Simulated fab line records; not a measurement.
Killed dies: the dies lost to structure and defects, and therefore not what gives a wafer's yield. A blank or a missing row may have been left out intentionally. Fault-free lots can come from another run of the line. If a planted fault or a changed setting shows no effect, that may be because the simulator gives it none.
Which tool is to blame? -- flow sky130 -- Sampling: 11 lots, 33 wafers, 5 of 708 route steps

== WHAT THE GAUGES READ, wafer by wafer ==
SKY_VT_ADJUST_LVTN_OVL_MEAS_07.
lot,measured,on,VT_ADJUST_LVTN_OVL (nm)
L201,day 7 17:26,overlay-01,-4.4 -4.2 -3.9
L202,day 7 18:22,overlay-01,-2.2 -3.0 -1.0
L203,day 8 02:45,overlay-01,1.3 0.0 -0.5
L204,day 8 06:32,overlay-01,3.3 2.3 2.8
L205,day 8 09:20,overlay-01,-0.6 -1.0 0.1
L206,day 8 10:01,overlay-02,-1.5 -0.1 -0.1
L207,day 8 21:29,overlay-01,-0.1 -1.0 -0.3
L208,day 8 21:38,overlay-02,-0.8 -2.1 -1.2
L215,day 10 15:41,overlay-01,0.4 1.1 0.1
L217,day 11 10:44,overlay-02,0.3 0.2 0.7
L219,day 11 17:49,overlay-02,0.7 0.7 1.4

SKY_VT_ADJUST_HVTR_TW_MEAS_11.
lot,measured,on,VT_ADJUST_HVTR_TW
L201,day 10 09:53,film_metro-04,213.3 213.3 213.1
L202,day 10 10:11,film_metro-02,210.3 208.9 209.9
L203,day 10 20:57,film_metro-03,213.9 214.3 213.1
L204,day 11 01:40,film_metro-04,211.5 211.0 211.5
L205,day 11 03:38,film_metro-04,212.9 211.5 212.3
L206,day 11 04:49,film_metro-02,208.3 208.4 208.3
L207,day 11 18:19,film_metro-03,212.5 212.6 212.2
L208,day 11 19:26,film_metro-04,211.7 212.7 211.8
L215,day 13 16:10,film_metro-03,212.9 211.6 212.4
L217,day 14 15:10,film_metro-02,210.2 209.7 208.8
L219,day 14 22:32,film_metro-04,213.1 212.5 212.4

SKY_VT_ADJUST_PCH_OVL_MEAS_07.
lot,measured,on,VT_ADJUST_PCH_OVL (nm)
L201,day 11 09:07,overlay-02,-0.6 -0.4 -1.0
L202,day 11 10:05,overlay-02,-1.8 -0.7 -1.9
L203,day 11 20:07,overlay-02,2.0 -0.3 2.0
L204,day 12 00:53,overlay-02,1.1 -1.6 1.1
L205,day 12 03:07,overlay-02,0.2 1.5 1.4
L206,day 12 04:47,overlay-02,-0.8 -1.7 -1.9
L207,day 12 19:05,overlay-02,0.0 0.9 1.2
L208,day 12 19:33,overlay-02,-1.1 -4.2 -2.9
L215,day 14 18:02,overlay-01,-1.0 1.3 1.5
L217,day 15 18:08,overlay-02,3.2 1.9 2.2
L219,day 16 02:03,overlay-02,-3.1 -1.4 -0.9

SKY_SONOS_ONO_THK_MEAS_03.
lot,measured,on,SONOS_ONO_CVD_02_THK (nm)
L201,day 12 12:01,film_metro-04,10.40 10.38 10.52
L202,day 12 15:38,film_metro-03,10.33 10.50 10.57
L203,day 13 02:22,film_metro-04,10.30 10.26 10.35
L204,day 13 04:34,film_metro-04,10.47 10.53 10.73
L205,day 13 07:52,film_metro-04,10.49 10.38 10.35
L206,day 13 10:07,film_metro-01,10.64 10.58 10.55
L207,day 13 23:57,film_metro-03,10.49 10.69 10.47
L208,day 14 02:11,film_metro-04,10.33 10.39 10.26
L215,day 16 00:52,film_metro-04,8.78 8.81 8.72 8.67 8.83 8.72
L217,day 17 03:46,film_metro-03,10.51 10.68 10.61
L219,day 17 11:30,film_metro-01,10.48 10.55 10.50

== WHICH TOOL RAN EACH LOT (tool, then ch and the chambers of the sampled wafers, then the start) ==
lot,SKY_SONOS_ONO_CVD_02
L201,"lpcvd-02 ch 0, day 12 10:57"
L202,"lpcvd-02 ch 0, day 12 14:34"
L203,"lpcvd-02 ch 0, day 13 01:17"
L204,"lpcvd-02 ch 1, day 13 03:31"
L205,"lpcvd-02 ch 0, day 13 06:49"
L206,"lpcvd-02 ch 0, day 13 09:04"
L207,"lpcvd-02 ch 0, day 13 22:53"
L208,"lpcvd-02 ch 0, day 14 01:08"
L215,"lpcvd-02 ch 1, day 15 23:49"
L217,"lpcvd-02 ch 0, day 17 02:43"
L219,"lpcvd-02 ch 0, day 17 10:27"
- SKY_SONOS_ONO_CVD_02: deposits Si3N4 from DCS/NH3, target thk 10.5 nm, time 180 s.

== WHAT THE TOOLS THEMSELVES READ (means of the sampled wafers that have a number; where no wafer has one, the mark that the record gives instead) ==
SKY_SONOS_ONO_CVD_02.
lot,tool,spike_tc_bottom_C (C),spike_tc_centre_C (C),spike_tc_lower_C (C),spike_tc_top_C (C),spike_tc_upper_C (C),zone_power_lower_pct (%)
L201,lpcvd-02,787.6,771.4,769.4,782.8,768.8,14.0
L202,lpcvd-02,787.9,770.7,771.6,783.7,768.3,13.9
L203,lpcvd-02,788.9,771.1,770.3,783.4,767.9,14.0
L204,lpcvd-02,789.1,770.9,770.7,786.4,769.6,12.7
L205,lpcvd-02,788.4,772.0,771.2,783.1,768.7,14.2
L206,lpcvd-02,788.4,771.7,771.1,783.1,767.8,14.0
L207,lpcvd-02,787.2,771.9,770.8,783.2,768.2,14.1
L208,lpcvd-02,787.9,771.3,769.9,783.7,769.4,14.1
L215,lpcvd-02,782.3,763.5,762.8,778.1,762.3,12.6
L217,lpcvd-02,788.3,772.0,771.5,783.1,768.4,14.0
L219,lpcvd-02,788.2,771.4,771.0,782.9,769.8,14.1

== THE ANSWER, worked out from the rows above alone ==
Rule: the usual values come from the lots themselves. The widest of any qualifying gaps counts: lots, ordered by their means at a reading, are off when they make up no more than a third of the lots, leave a main group of 4 or more, and stand apart from it by 3 or more times the standard deviation of that group's means. A main group is skipped when, at the precision printed for the reading in the tables above, its means are all equal. Also off: a lot with no number at a reading for which 4 or more lots have one. Any other lot the step has rows for is counted as sound. First the gauges in route order, then the tools' own readings, where a lot's mean is used as printed above. At the first step where some lot is off, the reading lying furthest off is the one used; lots without a number count as furthest.
Off: L215, seen at SKY_SONOS_ONO_THK_MEAS_03 (SONOS_ONO_CVD_02_THK). For the main group the mean is 10.48 nm and the standard deviation 0.1.
A tool fits if, at a process step before that reading, it ran every lot that is off, and no sound lot after the first of them. Not tried: the gauges at SKY_SONOS_ONO_THK_MEAS_03; whatever is off there is also off at SKY_SONOS_ONO_CVD_02, on other tools, and gauge error can't account for it. No candidate that was tried fits.

== WHAT THE SIMULATOR HAD INSERTED ==
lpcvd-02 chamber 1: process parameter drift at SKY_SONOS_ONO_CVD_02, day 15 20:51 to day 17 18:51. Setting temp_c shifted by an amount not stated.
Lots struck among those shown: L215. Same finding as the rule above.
